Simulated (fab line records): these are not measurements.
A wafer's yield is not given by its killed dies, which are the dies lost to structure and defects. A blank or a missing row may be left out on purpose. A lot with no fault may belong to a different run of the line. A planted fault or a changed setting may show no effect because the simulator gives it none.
Which tool was responsible? | flow gf180mcu | 36 wafers from 12 lots sampled at 6 of the route's 602 steps

WHAT EACH GAUGE READ, for each wafer
GF_NWELL_OVL_MEAS_07. Usual: NWELL_OVL typically reads -0.2 nm, with standard deviation 1.4.
lot  | measured    | on         | NWELL_OVL (nm) | flag
L481 | day 3 07:17 | overlay-01 | -0.4 0.1 -1.2  |
L488 | day 4 21:34 | overlay-01 | - - -          | OFF
L491 | day 5 12:28 | overlay-01 | -1.3 -0.4 0.3  |
L493 | day 6 01:59 | overlay-02 | -0.8 -2.0 -1.5 |
L495 | day 6 13:28 | overlay-02 | 1.0 -0.4 -0.1  |
L496 | day 6 18:01 | overlay-02 | 1.0 1.1 1.3    |
L497 | day 6 22:58 | overlay-02 | 0.2 1.4 -0.5   |
L498 | day 7 05:47 | overlay-02 | 0.1 -0.3 -0.2  |
L499 | day 7 11:12 | overlay-02 | -1.1 -0.7 -1.1 |
L500 | day 7 15:28 | overlay-02 | 1.9 0.8 0.9    |
L501 | day 7 22:18 | overlay-02 | -0.5 -0.9 -0.9 |
L504 | day 8 13:09 | overlay-01 | 1.0 1.4 0.5    |

GF_NWELL_TW_MEAS_11. Usual: NWELL_TW typically reads 1573, with standard deviation 17.
lot  | measured    | on            | NWELL_TW          | flag
L481 | day 3 07:44 | film-metro-04 | 1599 1596 1590    |
L488 | day 4 22:01 | film-metro-02 | 30 30 30 30 30 30 | OFF
L491 | day 5 12:54 | film-metro-04 | 1578 1574 1580    |
L493 | day 6 02:26 | film-metro-02 | 1552 1554 1550    |
L495 | day 6 13:54 | film-metro-02 | 1556 1554 1544    |
L496 | day 6 18:27 | film-metro-04 | 1595 1592 1599    |
L497 | day 6 23:25 | film-metro-04 | 1588 1583 1584    |
L498 | day 7 06:14 | film-metro-04 | 1585 1593 1594    |
L499 | day 7 11:38 | film-metro-01 | 1542 1541 1536    |
L500 | day 7 15:53 | film-metro-02 | 1570 1572 1564    |
L501 | day 7 22:48 | film-metro-04 | 1588 1593 1583    |
L504 | day 8 13:35 | film-metro-04 | 1587 1589 1595    |

GF_MVSD_TW_MEAS_11. Usual: MVSD_TW typically reads 1569, with standard deviation 17.
lot  | measured    | on            | MVSD_TW        | flag
L481 | day 4 10:39 | film-metro-01 | 1563 1557 1549 |
L491 | day 6 20:22 | film-metro-01 | 1547 1552 1567 |
L493 | day 7 09:32 | film-metro-02 | 1580 1575 1575 |
L495 | day 7 22:36 | film-metro-01 | 1558 1554 1555 |
L496 | day 8 02:25 | film-metro-01 | 1556 1547 1558 |
L497 | day 8 07:46 | film-metro-01 | 1555 1559 1561 |
L498 | day 8 14:49 | film-metro-02 | 1561 1559 1562 |
L499 | day 8 21:12 | film-metro-01 | 1554 1548 1549 |
L500 | day 9 02:11 | film-metro-04 | 1588 1587 1585 |
L501 | day 9 08:54 | film-metro-04 | 1585 1575 1582 |
L504 | day 9 23:14 | film-metro-02 | 1567 1576 1570 |

GF_NSD_TW_MEAS_12. Usual: NSD_TW typically reads 4204, with standard deviation 44.
lot  | measured     | on            | NSD_TW         | flag
L481 | day 13 15:44 | film-metro-03 | 4158 4154 4174 |
L491 | day 16 16:08 | film-metro-04 | 4282 4287 4299 |
L493 | day 17 08:43 | film-metro-04 | 4242 4229 4260 |
L495 | day 18 06:28 | film-metro-04 | 4241 4258 4249 |
L496 | day 18 09:15 | film-metro-03 | 4158 4161 4184 |
L497 | day 18 17:32 | film-metro-01 | 4193 4143 4180 |
L498 | day 19 04:14 | film-metro-01 | 4148 4159 4158 |
L499 | day 19 15:31 | film-metro-04 | 4289 4285 4283 |
L500 | day 19 20:20 | film-metro-01 | 4162 4172 4164 |
L501 | day 20 08:12 | film-metro-01 | 4193 4192 4199 |
L504 | day 21 08:11 | film-metro-01 | 4170 4196 4223 |

EACH LOT AND THE TOOL THAT RAN IT (in order: tool; ch and the chambers of the sampled wafers; start)
lot  | GF_NWELL_EXPOSE_04                 | GF_VT_IMPLANT_STRIP_20
L481 | iline-stepper-01 ch 0, day 3 01:15 | plasma-asher-03 ch 0,1, day 6 05:07
L488 | iline-stepper-02 ch 0, day 4 14:40 | -
L491 | iline-stepper-01 ch 0, day 5 05:43 | plasma-asher-04 ch 0,1, day 8 22:00
L493 | iline-stepper-02 ch 0, day 5 19:19 | plasma-asher-04 ch 1, day 9 10:17
L495 | iline-stepper-02 ch 0, day 6 06:08 | plasma-asher-03 ch 0,1, day 10 00:46
L496 | iline-stepper-02 ch 0, day 6 10:56 | plasma-asher-03 ch 0,1, day 10 04:19
L497 | iline-stepper-01 ch 0, day 6 15:24 | plasma-asher-04 ch 0,1, day 10 11:14
L498 | iline-stepper-01 ch 0, day 6 21:15 | plasma-asher-04 ch 0,1, day 10 17:44
L499 | iline-stepper-01 ch 0, day 7 03:44 | plasma-asher-02 ch 0,1, day 10 23:10
L500 | iline-stepper-02 ch 0, day 7 07:50 | plasma-asher-02 ch 0,1, day 11 04:59
L501 | iline-stepper-01 ch 0, day 7 14:35 | plasma-asher-04 ch 0,1, day 11 12:17
L504 | iline-stepper-01 ch 0, day 8 04:31 | plasma-asher-03 ch 0,1, day 12 06:11
- GF_NWELL_EXPOSE_04: exposes mask Nwell, target cd 860 nm.
- GF_VT_IMPLANT_STRIP_20: strips in O2/N2.

WHAT THE TOOLS THEMSELVES READ (means of the sampled wafers that have a number; where no wafer has one, the mark that the record gives instead)
GF_VT_IMPLANT_STRIP_20. Usual: drypump-motor-current-A 5.6 A, standard deviation 0.43; heater-power-w 354 W, standard deviation 20; oes-product-au 0.717 a.u., standard deviation 0.0045; strip-time-to-endpoint-s 12.61 s, standard deviation 0.034.
lot  | tool            | drypump-motor-current-A (A) | heater-power-w (W) | oes-product-au (a.u.) | strip-time-to-endpoint-s (s) | flag
L481 | plasma-asher-03 | 5.9                         | 346                | 0.720                 | 12.63                        |
L491 | plasma-asher-04 | 5.1                         | 347                | 0.717                 | 12.60                        |
L493 | plasma-asher-04 | 5.7                         | 391                | 0.716                 | 12.59                        |
L495 | plasma-asher-03 | 5.8                         | 349                | 0.715                 | 12.65                        |
L496 | plasma-asher-03 | 5.9                         | 345                | 0.717                 | 12.61                        |
L497 | plasma-asher-04 | 5.4                         | 371                | 0.714                 | 12.68                        |
L498 | plasma-asher-04 | 5.1                         | 352                | 0.718                 | 12.58                        |
L499 | plasma-asher-02 | 6.0                         | 349                | 0.712                 | 12.63                        |
L500 | plasma-asher-02 | 5.8                         | 352                | 0.719                 | 12.61                        |
L501 | plasma-asher-04 | 5.1                         | 352                | 0.712                 | 12.64                        |
L504 | plasma-asher-03 | 5.9                         | 344                | 0.712                 | 12.63                        |

THE ANSWER, worked out from the rows above alone
Rule: a lot counts as off when the mean over its wafers that have a number is more than 3 standard deviations away from the usual mean. A lot without any number at a reading at which 4 lots or more have one is off too. The other lots that the step has rows for count as sound. The gauges are gone through in route order, then the tools' own readings, and for those a lot's mean is taken as printed above. At the first step where some lot is off, the reading lying furthest off is the one used; lots without a number count as furthest.
Off: L488, at GF_NWELL_OVL_MEAS_07 (NWELL_OVL). Without a number there: L488.
A tool fits if, at a process step before that reading, it ran every lot that is off, and no sound lot after the first of them. Not tried: the gauges at GF_NWELL_OVL_MEAS_07; whatever is off there is also off at GF_NWELL_TW_MEAS_11, on other tools, and gauge error can't account for it. None of those tried fits.

WHAT HAD BEEN PUT IN BY THE SIMULATOR
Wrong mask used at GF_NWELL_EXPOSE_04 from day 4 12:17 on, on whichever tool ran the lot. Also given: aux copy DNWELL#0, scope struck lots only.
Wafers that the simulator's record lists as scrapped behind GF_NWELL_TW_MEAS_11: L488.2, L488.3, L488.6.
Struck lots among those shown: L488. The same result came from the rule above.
